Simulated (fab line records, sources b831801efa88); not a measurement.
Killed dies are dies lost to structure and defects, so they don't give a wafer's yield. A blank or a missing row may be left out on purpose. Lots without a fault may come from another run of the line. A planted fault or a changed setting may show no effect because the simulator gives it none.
fab line records	flow sky130
[record] lots = 7	wafers = 21	lastDay = 50
route steps=708 shown CAPM@548 METAL3@555
lots untouched by any fault: they come from a run of this same line in which no faults occurred
startH: hours from the record's opening day to when the first of the lot's shown wafers began	waitH: time in hours since the lot's previous step	" unchanged from the row above	L1.1+2: a single row standing in for several wafers	- either no value or no given start	* or withheld: withheld	< > ~ a bound
route shown NAME@n: names a module that has steps shown in the file, with the first one's number in the route	usual: mean/standard deviation of fault-free wafers	same: alike in all rows	chamber/n: place in a boat	sites: per-site readings	_std_site: standard deviation of those values	_edge_site: mean of outer sites minus mean of inner sites	radiusMm: how far each site lies from the wafer's centre	mask NAME#n: copy n	behind: tool/chamber where the wafer was last shaped	hold: why the lot was held/for how many hours/how that ended	device: names the non-switching transistor (n, p or np)	end of line: the tests these same wafers got at the end of their route	a step without rows: its recipe alone	killed: dies that structure and defects cost at the first sort, which is not the same as the wafer's yield	map: per-die view of a wafer (x killed, . not killed, _ where there is no die)
set.NAME: the setting that was run; set.NAME@STEP: the one run at that earlier step	model.NAME: the simulator's own value behind a step, which no gauge read
lots seen at some steps along the route; tables by step, rows by wafer
services: a tool's chamber out of use, with start hour (startH, from the record's first day; less than 0 if before it), hours out, and reason
[[steps]]
[step SKY_CAPM_DEVELOP_11]
[recipe] resist = NOVOLAK	developer = TMAH	developTimeS = 60	devTempC = 23
[step SKY_CAPM_OVL_MEAS_12]
[usual] CAPM_OVL = -1.5/1
lot.wafer	tool	chamber	startH	waitH	CAPM_OVL[nm]
L216.1	overlay-02	-	905.11	0.1	-1.8
L216.4	"	-	"	"	-1.7
L216.5	"	-	"	"	-2.0
L220.1	overlay-02	-	933.61	0.1	-1.6
L220.2	"	-	"	"	-2.7
L220.4	"	-	"	"	-2.0
L222.2	overlay-01	-	974.84	0.1	-3.0
L222.3	"	-	"	"	-3.1
L222.6	"	-	"	"	-2.7
L224.2	overlay-01	-	977.59	0.1	-0.8
L224.3	"	-	"	"	-0.1
L224.6	"	-	"	"	-0.8
L226.2	overlay-02	-	977.82	0.1	0.1
L226.5	"	-	"	"	0.7
L226.6	"	-	"	"	1.1
L227.1	overlay-01	-	981.19	0.1	-2.6
L227.2	"	-	"	"	-3.4
L227.6	"	-	"	"	-2.9
L234.1	overlay-01	-	1024.86	0.1	-2.2
L234.2	"	-	"	"	-2.2
L234.6	"	-	"	"	-1.5
[step SKY_CAPM_METAL_ETCH_13]
[recipe] targetDepthNm = 220	stopOn = SiO2	chemistry = Cl2/BCl3	target = TiN	pressureMtorr = 10	icpW = 900	biasW = 48.5	Cl2_flow_sccm = 60	bcl3FlowSccm = 30	timeS = 62.9
[usual] drypumpMotorCurrentA = 6.1/0.39	heBacksideLeakSccm = 3.30/0.21	oesProductAu = 0.939/0.0067	throttleValvePct = 21.903/0.0083
[same] timeS = 62.9
lot.wafer	tool	chamber	startH	waitH	drypumpMotorCurrentA	heBacksideLeakSccm	oesProductAu	rfHoursCounterH	throttleValvePct
L216.1	rieMetal-02	1	905.14	0.0	5.7	3.43	0.935	2	21.900
L216.4	"	1	"	"	5.7	3.45	0.929	-	21.901
L216.5	"	1	"	"	5.7	3.45	0.930	-	21.918
L220.1	rieMetal-02	1	933.65	0.0	5.8	3.40	0.937	3	21.904
L220.2	"	0	"	"	6.1	3.17	0.929	14	21.912
L220.4	"	1	"	"	5.7	3.57	0.942	-	21.906
L222.2	rieMetal-02	0	974.87	0.0	6.0	3.24	0.943	15	21.896
L222.3	"	1	"	"	5.7	3.50	0.953	-	21.893
L222.6	"	1	"	"	5.7	3.42	0.950	-	21.903
L224.2	rieMetal-01	0	977.62	0.0	6.2	2.99	0.942	18	21.912
L224.3	"	0	"	"	6.2	2.99	0.926	-	21.906
L224.6	"	0	"	"	6.2	3.02	0.940	-	21.893
L226.2	rieMetal-03	1	977.85	0.0	5.3	3.41	0.946	19	21.903
L226.5	"	1	"	"	5.3	3.37	0.940	-	21.908
L226.6	"	0	"	"	6.5	3.44	0.938	-	21.901
L227.1	rieMetal-02	0	981.22	0.0	6.1	3.09	0.942	16	21.893
L227.2	"	1	"	"	5.7	3.47	0.939	5	21.903
L227.6	"	1	"	"	5.7	3.40	0.938	-	21.891
L234.1	rieMetal-03	0	1024.89	0.0	6.5	3.32	0.931	16	21.903
L234.2	"	1	"	"	5.4	3.55	0.941	21	21.911
L234.6	"	1	"	"	5.3	3.35	0.932	-	21.899
[step SKY_CAPM_STRIP_14]
[recipe] chemistry = O2/N2	powerW = 1400	pressureMtorr = 1500	platenTempC = withheld	o2FlowSccm = 3000	n2FlowSccm = 300	overashFraction = 0.5
[usual] drypumpMotorCurrentA = 5.8/0.44	oesProductAu = 0.711/0.0045	stripTimeToEndpointS = 12.66/0.048
lot.wafer	tool	chamber	startH	waitH	drypumpMotorCurrentA	oesProductAu	rfHoursCounterH	stripTimeToEndpointS
L216.1	plasmaAsher-02	0	905.22	0.1	5.6	0.708	105	12.63
L216.4	"	1	"	"	6.3	0.710	-	12.63
L216.5	"	1	"	"	6.3	0.705	-	12.69
L220.1	plasmaAsher-01	0	933.72	0.1	6.2	0.712	85	12.63
L220.2	"	1	"	"	5.1	0.716	85	12.63
L220.4	"	0	"	"	6.1	0.717	-	12.64
L222.2	plasmaAsher-01	0	974.95	0.1	6.1	0.712	89	12.70
L222.3	"	0	"	"	6.2	0.704	-	12.61
L222.6	"	0	"	"	6.1	0.713	-	12.61
L224.2	plasmaAsher-01	1	977.70	0.1	5.1	0.714	90	12.66
L224.3	"	1	"	"	5.1	0.709	-	12.70
L224.6	"	1	"	"	5.1	0.717	-	12.67
L226.2	plasmaAsher-03	0	977.92	0.1	5.4	0.709	21	12.59
L226.5	"	1	"	"	6.1	0.710	-	12.62
L226.6	"	0	"	"	5.4	0.709	-	12.59
L227.1	plasmaAsher-02	1	981.30	0.1	6.2	0.714	113	12.71
L227.2	"	0	"	"	5.5	0.712	113	12.60
L227.6	"	0	"	"	5.5	0.710	-	12.64
L234.1	plasmaAsher-02	0	1025.00	0.1	5.6	0.702	118	12.65
L234.2	"	1	"	"	6.2	0.715	118	12.61
L234.6	"	0	"	"	5.5	0.708	-	12.64
[step SKY_CAPM_STRIP_15]
[recipe] chemistry = postEtchResidueRemover	timeS = 1200	tempC = 72.5
[step SKY_CAPM_CLEAN_16]
[recipe] chemistry = IPA	timeS = 180	tempC = 25
[step SKY_CAPM_CLEAN_17]
[recipe] chemistry = O3/DIW	dry = n2Spin
[step SKY_METAL3_DEHYDRATE_05]
[recipe] tempC = 200	timeS = 60
[step SKY_METAL3_HMDS_06]
[recipe] primeTimeS = 60	primeTempC = 120
[step SKY_METAL3_COAT_07]
[recipe] resist = BARC	tempC = withheld	timeS = withheld	spinRpm = 3000	resistThkNm = 60
[step SKY_METAL3_COAT_08]
[recipe] resist = KrF-thick	spinRpm = 3000	resistThkNm = 1140
[step SKY_METAL3_SOFTBAKE_09]
[recipe] tempC = 100	timeS = 90	resist = KrF-thick
[step SKY_METAL3_EXPOSE_10]
[recipe] maskId = MM3	na = 0.68	sourceShape = annular	sigmaInner = 0.4	sigmaOuter = 0.8	targetCdNm = 300	doseMj = 28
[usual] exposureDoseMJCm2 = 28.002/0.03
lot.wafer	tool	chamber	startH	waitH	mask	exposureDoseMJCm2
L216.1	krfScanner-01	0	918.21	-	MM3#0	27.968
L216.4	"	0	"	"	MM3#0	27.979
L216.5	"	0	"	"	MM3#0	27.985
L220.1	krfScanner-02	0	947.31	-	MM3#0	27.991
L220.2	"	0	"	"	MM3#0	28.026
L220.4	"	0	"	"	MM3#0	27.998
L222.2	krfScanner-02	0	986.43	-	MM3#0	20.620
L222.3	"	0	"	"	MM3#0	20.625
L222.6	"	0	"	"	MM3#0	20.620
L224.2	krfScanner-02	0	989.41	-	MM3#0	20.684
L224.3	"	0	"	"	MM3#0	20.633
L224.6	"	0	"	"	MM3#0	20.696
L226.2	krfScanner-02	0	990.04	-	MM3#0	20.582
L226.5	"	0	"	"	MM3#0	20.645
L226.6	"	0	"	"	MM3#0	20.661
L227.1	krfScanner-01	0	993.11	-	MM3#0	28.061
L227.2	"	0	"	"	MM3#0	28.011
L227.6	"	0	"	"	MM3#0	28.041
L234.1	krfScanner-01	0	1036.30	-	MM3#0	28.026
L234.2	"	0	"	"	MM3#0	28.012
L234.6	"	0	"	"	MM3#0	27.974
[step SKY_METAL3_PEB_11]
[recipe] pebTempC = withheld	pebTimeS = withheld	resist = KrF-thick
[step SKY_METAL3_DEVELOP_12]
[recipe] developTimeS = 60	resist = KrF-thick	devTempC = 21
[step SKY_METAL3_CD_MEAS_13]
[recipe] targetCdNm = 300
[usual] cdNm = 299.7/1.5
lot.wafer	tool	chamber	startH	waitH	cdNm
L216.1	cdSem-02	-	930.86	-	300.7
L216.4	"	-	"	"	299.7
L216.5	"	-	"	"	300.6
L220.1	cdSem-01	-	958.59	-	300.9
L220.2	"	-	"	"	300.5
L220.4	"	-	"	"	300.3
L222.2	cdSem-01	-	998.39	-	354.0
L222.3	"	-	"	"	355.3
L222.6	"	-	"	"	355.2
L224.2	cdSem-01	-	1001.73	-	354.3
L224.3	"	-	"	"	355.7
L224.6	"	-	"	"	354.8
L226.2	cdSem-02	-	1001.86	-	356.7
L226.5	"	-	"	"	356.8
L226.6	"	-	"	"	355.7
L227.1	cdSem-01	-	1005.29	-	302.8
L227.2	"	-	"	"	302.3
L227.6	"	-	"	"	300.9
L234.1	cdSem-02	-	1047.11	-	299.5
L234.2	"	-	"	"	299.3
L234.6	"	-	"	"	299.1
[step SKY_METAL3_OVL_MEAS_14]
[usual] METAL3_OVL = -2/5
lot.wafer	tool	chamber	startH	waitH	METAL3_OVL[nm]
L216.1	overlay-02	-	930.98	0.1	-1
L216.4	"	-	"	"	-7
L216.5	"	-	"	"	-1
L220.1	overlay-01	-	958.71	0.1	6
L220.2	"	-	"	"	-4
L220.4	"	-	"	"	-1
L222.2	overlay-02	-	998.50	0.1	-8
L222.3	"	-	"	"	-11
L222.6	"	-	"	"	-11
L224.2	overlay-01	-	1001.84	0.1	11
L224.3	"	-	"	"	6
L224.6	"	-	"	"	9
L226.2	overlay-02	-	1001.96	0.1	1
L226.5	"	-	"	"	5
L226.6	"	-	"	"	-5
L227.1	overlay-02	-	1005.41	0.1	-6
L227.2	"	-	"	"	-5
L227.6	"	-	"	"	-5
L234.1	overlay-02	-	1047.23	0.1	-9
L234.2	"	-	"	"	-6
L234.6	"	-	"	"	-6
[step SKY_METAL3_DESCUM_15]
[recipe] chemistry = O2	sourcePowerW = 150	biasPowerW = 0	pressureMtorr = 10	tempC = 40	timeS = 8
[usual] drypumpMotorCurrentA = 6.1/0.48	heBacksideLeakSccm = 3.29/0.15	oesProductAu = 0.999/0.012
[same] timeS = 8
lot.wafer	tool	chamber	startH	waitH	drypumpMotorCurrentA	heBacksideLeakSccm	oesProductAu	rfHoursCounterH	model.METAL3.cdNm
L216.1	rieMetal-01	0	931.02	0.0	6.2	3.06	0.993	17	300.9
L216.4	"	1	"	"	6.4	3.35	0.995	-	300
L216.5	"	1	"	"	6.4	3.33	0.990	-	301
L220.1	rieMetal-03	1	958.74	0.0	5.4	3.39	1.021	18	301
L220.2	"	0	"	"	6.5	3.35	1.026	13	300.2
L220.4	"	1	"	"	5.3	3.31	1.008	-	300.5
L222.2	rieMetal-03	0	998.53	0.0	6.5	3.40	1.007	14	354.4
L222.3	"	0	"	"	6.5	3.30	1.017	-	355.1
L222.6	"	0	"	"	6.5	3.18	1.011	-	354.9
L224.2	rieMetal-03	0	1001.87	0.0	6.5	3.25	1.019	15	354.9
L224.3	"	0	"	"	6.5	3.18	1.022	-	356
L224.6	"	0	"	"	6.5	3.16	1.018	-	354.4
L226.2	rieMetal-01	1	1001.99	0.0	6.4	3.39	0.984	16	356.6
L226.5	"	0	"	"	6.2	3.09	0.987	-	357.4
L226.6	"	1	"	"	6.4	3.33	0.998	-	355.7
L227.1	rieMetal-01	0	1005.44	0.0	6.2	2.87	0.993	20	303
L227.2	"	1	"	"	6.4	3.44	0.995	16	302.8
L227.6	"	0	"	"	6.3	3.08	0.983	-	301.5
L234.1	rieMetal-03	0	1047.27	0.0	6.5	3.10	1.014	17	299.5
L234.2	"	1	"	"	5.3	3.44	1.003	23	299
L234.6	"	1	"	"	5.3	3.49	1.017	-	298.7
[step SKY_METAL3_ETCH_16]
[recipe] chemistry = N2/H2	target = BARC	ionEnergyEv = 200	biasW = 100	pressureMtorr = 30	n2FlowSccm = 100	h2FlowSccm = 200	icpW = 500	stopOn = SiO2	timeS = 88.2	targetDepthA = 600
[usual] drypumpMotorCurrentA = 6.1/0.48	heBacksideLeakSccm = 3.31/0.23	oesProductAu = 0.625/0.0043	throttleValvePct = 13.204/0.0088
[same] timeS = 88.2
lot.wafer	tool	chamber	startH	waitH	drypumpMotorCurrentA	heBacksideLeakSccm	oesProductAu	rfHoursCounterH	throttleValvePct
L216.1	rieMetal-01	0	931.05	0.0	6.3	2.98	0.626	17	13.209
L216.4	"	1	"	"	6.4	3.39	0.627	-	13.203
L216.5	"	1	"	"	6.4	3.27	0.629	-	13.201
L220.1	rieMetal-03	1	958.77	0.0	5.3	3.42	0.625	18	13.193
L220.2	"	0	"	"	6.5	3.10	0.620	13	13.202
L220.4	"	1	"	"	5.3	3.50	0.630	-	13.207
L222.2	rieMetal-03	0	998.56	0.0	6.5	3.25	0.627	14	13.215
L222.3	"	0	"	"	6.5	3.25	0.633	-	13.212
L222.6	"	0	"	"	6.5	3.33	0.624	-	13.202
L224.2	rieMetal-03	0	1001.90	0.0	6.5	3.13	0.628	15	13.199
L224.3	"	0	"	"	6.5	3.18	0.621	-	13.218
L224.6	"	0	"	"	6.5	3.09	0.626	-	13.198
L226.2	rieMetal-01	1	1002.02	0.0	6.4	3.31	0.626	16	13.197
L226.5	"	0	"	"	6.2	3.34	0.624	-	13.204
L226.6	"	1	"	"	6.4	3.24	0.623	-	13.204
L227.1	rieMetal-01	0	1005.47	0.0	6.3	3.22	0.628	20	13.209
L227.2	"	1	"	"	6.4	3.22	0.619	16	13.192
L227.6	"	0	"	"	6.3	3.36	0.617	-	13.204
L234.1	rieMetal-03	0	1047.30	0.0	6.5	3.37	0.621	17	13.191
L234.2	"	1	"	"	5.4	3.29	0.618	23	13.204
L234.6	"	1	"	"	5.3	3.21	0.619	-	13.212
[step SKY_METAL3_ETCH_17]
[recipe] target = SiO2	stopOn = TiN	chemistry = C4F8/O2/Ar	sourceW = 1500	biasW = 1200	pressureMtorr = 40	c4f8FlowSccm = withheld	O2_flow_sccm = 6	Ar_flow_sccm = 300	timeS = 3.9	targetDepthA = 150
[usual] oesProductAu = 0.754/0.0069
[same] timeS = 3.9
lot.wafer	tool	chamber	startH	waitH	oesProductAu
L216.1	rieDiel-04	2	931.15	0.1	0.749
L216.4	"	1	"	"	0.753
L216.5	"	2	"	"	0.758
L220.1	rieDiel-02	2	958.87	0.1	0.745
L220.2	"	1	"	"	0.750
L220.4	"	0	"	"	0.769
L222.2	rieDiel-04	1	998.66	0.1	0.748
L222.3	"	2	"	"	0.739
L222.6	"	2	"	"	0.747
L224.2	rieDiel-02	2	1002.00	0.1	0.753
L224.3	"	1	"	"	0.744
L224.6	"	1	"	"	0.760
L226.2	rieDiel-03	0	1002.12	0.1	0.751
L226.5	"	3	"	"	0.760
L226.6	"	2	"	"	0.758
L227.1	rieDiel-02	0	1005.57	0.1	0.754
L227.2	"	2	"	"	0.747
L227.6	"	3	"	"	0.759
L234.1	rieDiel-04	3	1047.40	0.1	0.755
L234.2	"	0	"	"	0.758
L234.6	"	2	"	"	0.749
[step SKY_METAL3_METAL_ETCH_18]
[recipe] targetDepthA = 8450	stopOn = SiO2	overEtchFrac = 0.3	timeS = 183.1	chemistry = Cl2/BCl3	resistSidewallDeg = 88	pressureMtorr = 10	icpW = 900	biasW = 48.5	Cl2_flow_sccm = 60	bcl3FlowSccm = 30
[usual] drypumpMotorCurrentA = 5.8/0.52	heBacksideLeakSccm = 3.4/0.3	oesProductAu = 0.866/0.007	throttleValvePct = 22.263/0.0093
[same] timeS = 183.1
lot.wafer	tool	chamber	startH	waitH	drypumpMotorCurrentA	heBacksideLeakSccm	oesProductAu	rfHoursCounterH	throttleValvePct	model.METAL3.cdNm
L216.1	rieMetal-04	0	931.17	0.0	5.7	3.3	0.866	14	22.266	312.4
L216.4	"	1	"	"	5.1	3.5	0.857	-	22.275	312.1
L216.5	"	0	"	"	5.7	3.4	0.853	-	22.281	310.2
L220.1	rieMetal-01	1	958.89	0.0	6.4	3.3	0.862	14	22.268	298.1
L220.2	"	0	"	"	6.3	3.4	0.861	18	22.247	295.5
L220.4	"	1	"	"	6.4	3.4	0.876	-	22.262	297.1
L222.2	rieMetal-01	1	998.68	0.0	6.4	3.3	0.851	16	22.267	342.2
L222.3	"	1	"	"	6.4	3.3	0.866	-	22.251	345.6
L222.6	"	0	"	"	6.2	3.2	0.859	-	22.259	353.8
L224.2	rieMetal-03	0	1002.02	0.0	6.5	3.4	0.864	15	22.255	347.7
L224.3	"	0	"	"	6.5	3.4	0.859	-	22.264	350
L224.6	"	1	"	"	5.3	3.4	0.871	-	22.279	345.9
L226.2	rieMetal-04	0	1002.20	0.1	5.8	3.5	0.864	-	22.254	362.7
L226.5	"	0	"	"	5.7	3.4	0.872	-	22.270	363.3
L226.6	"	0	"	"	5.8	3.4	0.868	-	22.263	361.7
L227.1	rieMetal-04	0	1005.59	0.0	5.7	3.3	0.867	18	22.268	309.8
L227.2	"	0	"	"	5.7	3.5	0.860	-	22.275	310.7
L227.6	"	0	"	"	5.7	3.4	0.856	-	22.267	310.2
L234.1	rieMetal-01	1	1047.42	0.0	6.4	3.3	0.870	19	22.282	292.7
L234.2	"	0	"	"	6.2	3.5	0.881	22	22.244	302.9
L234.6	"	1	"	"	6.4	3.2	0.869	-	22.254	297.3
[step SKY_METAL3_STRIP_19]
[recipe] chemistry = O2/N2	powerW = 1400	pressureMtorr = 1500	platenTempC = withheld	o2FlowSccm = 3000	n2FlowSccm = 300	overashFraction = 0.5
[usual] drypumpMotorCurrentA = 5.8/0.45	oesProductAu = 0.501/0.0061	stripTimeToEndpointS = 6.51/0.088
lot.wafer	tool	chamber	startH	waitH	drypumpMotorCurrentA	oesProductAu	rfHoursCounterH	stripTimeToEndpointS
L216.1	plasmaAsher-03	1	931.34	0.1	6.1	0.501	18	6.63
L216.4	"	1	"	"	6.1	0.493	-	6.44
L216.5	"	1	"	"	6.2	0.509	-	6.63
L220.1	plasmaAsher-04	0	959.07	0.1	6.0	0.496	45	6.55
L220.2	"	1	"	"	6.2	0.503	45	6.59
L220.4	"	0	"	"	6.0	0.507	-	6.54
L222.2	plasmaAsher-04	1	998.85	0.1	6.1	0.513	49	6.65
L222.3	"	1	"	"	6.1	0.504	-	6.56
L222.6	"	0	"	"	6.0	0.504	-	6.66
L224.2	plasmaAsher-01	0	1002.19	0.1	6.2	0.486	92	6.34
L224.3	"	1	"	"	5.1	0.491	-	6.38
L224.6	"	0	"	"	6.2	0.495	-	6.49
L226.2	plasmaAsher-01	1	1002.50	0.2	5.1	0.512	92	6.57
L226.5	"	1	"	"	5.1	0.502	-	6.57
L226.6	"	0	"	"	6.2	0.501	-	6.61
L227.1	plasmaAsher-01	0	1005.95	0.3	6.2	0.498	93	6.55
L227.2	"	1	"	"	5.1	0.505	93	6.56
L227.6	"	0	"	"	6.2	0.514	-	6.55
L234.1	plasmaAsher-03	0	1047.59	0.1	5.4	0.505	28	6.60
L234.2	"	1	"	"	6.1	0.508	28	6.54
L234.6	"	1	"	"	6.1	0.501	-	6.59
[[services]]
tool	chamber	startH	hours	kind
krfScanner-01	-	882.07	0.8	pm
krfScanner-02	-	888.98	0.8	pm
rieDiel-04	0	892.00	4.3	repair
rieMetal-03	0	901.08	28.6	repair
krfScanner-01	-	901.89	0.2	repair
krfScanner-02	-	908.88	1.3	pm
rieMetal-02	1	923.38	7.8	repair
krfScanner-02	-	931.12	2.7	repair
rieDiel-04	3	941.83	12.8	repair
rieMetal-02	1	942.95	4.0	repair
krfScanner-02	-	945.86	1.0	pm
plasmaAsher-03	-	951.72	15.6	pm
plasmaAsher-01	-	960.62	4.3	pm
rieDiel-04	1	968.16	2.2	repair
krfScanner-01	-	974.53	1.0	pm
rieMetal-03	-	978.89	16.6	repair
krfScanner-02	-	991.04	2.4	repair
rieDiel-04	3	992.15	5.2	repair
rieMetal-04	1	998.52	13.1	repair
krfScanner-01	-	1004.52	1.3	pm
plasmaAsher-03	-	1018.32	4.3	pm
rieMetal-04	-	1025.57	1.0	repair
rieMetal-04	-	1035.37	1.1	repair
krfScanner-02	-	1042.39	0.2	repair
[[key]]
[firstSign] step = SKY_METAL3_EXPOSE_10	reading = exposureDoseMJCm2	direction = down	sigmas = 99+	usual = *	struck = *
[effect] step = SKY_METAL3_CD_MEAS_13	reading = cdNm	direction = up	sigmas = 37	usual = 299.7	struck = 355.4
[modelEffect] step = SKY_METAL3_DESCUM_15	value = METAL3.cdNm	without = 300.5	struck = 355.5
[modelEffect] step = SKY_METAL3_METAL_ETCH_18	value = METAL3.cdNm	without = 297.6	struck = 352.5
metAt SKY_METAL3_EXPOSE_10
struckWafers L222.2,L222.3,L222.6,L224.2,L224.3,L224.6,L226.2,L226.5,L226.6
laterRowsLeftOut L226.2,L226.6
sortLeftOut L222.2,L222.3,L222.6,L224.2,L224.3,L224.6,L226.2,L226.5,L226.6
onsetBetween 947.31 986.43
[fault] kind = processParameterDrift	tool = krfScanner-02	chamber = -	onsetH = 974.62	steps = SKY_METAL3_EXPOSE_10	channel = doseMj	offset = -7.3647	shape = step	actsIn = theseRecipesOnly	stated = 28
// sortLeftOut: the simulated sort isn't trusted on such a fault, so these wafers' sort isn't shown, and their yield isn't known
// laterRowsLeftOut: the simulator's readings of these wafers behind a module that went badly wrong aren't trusted and aren't shown, but for the sort
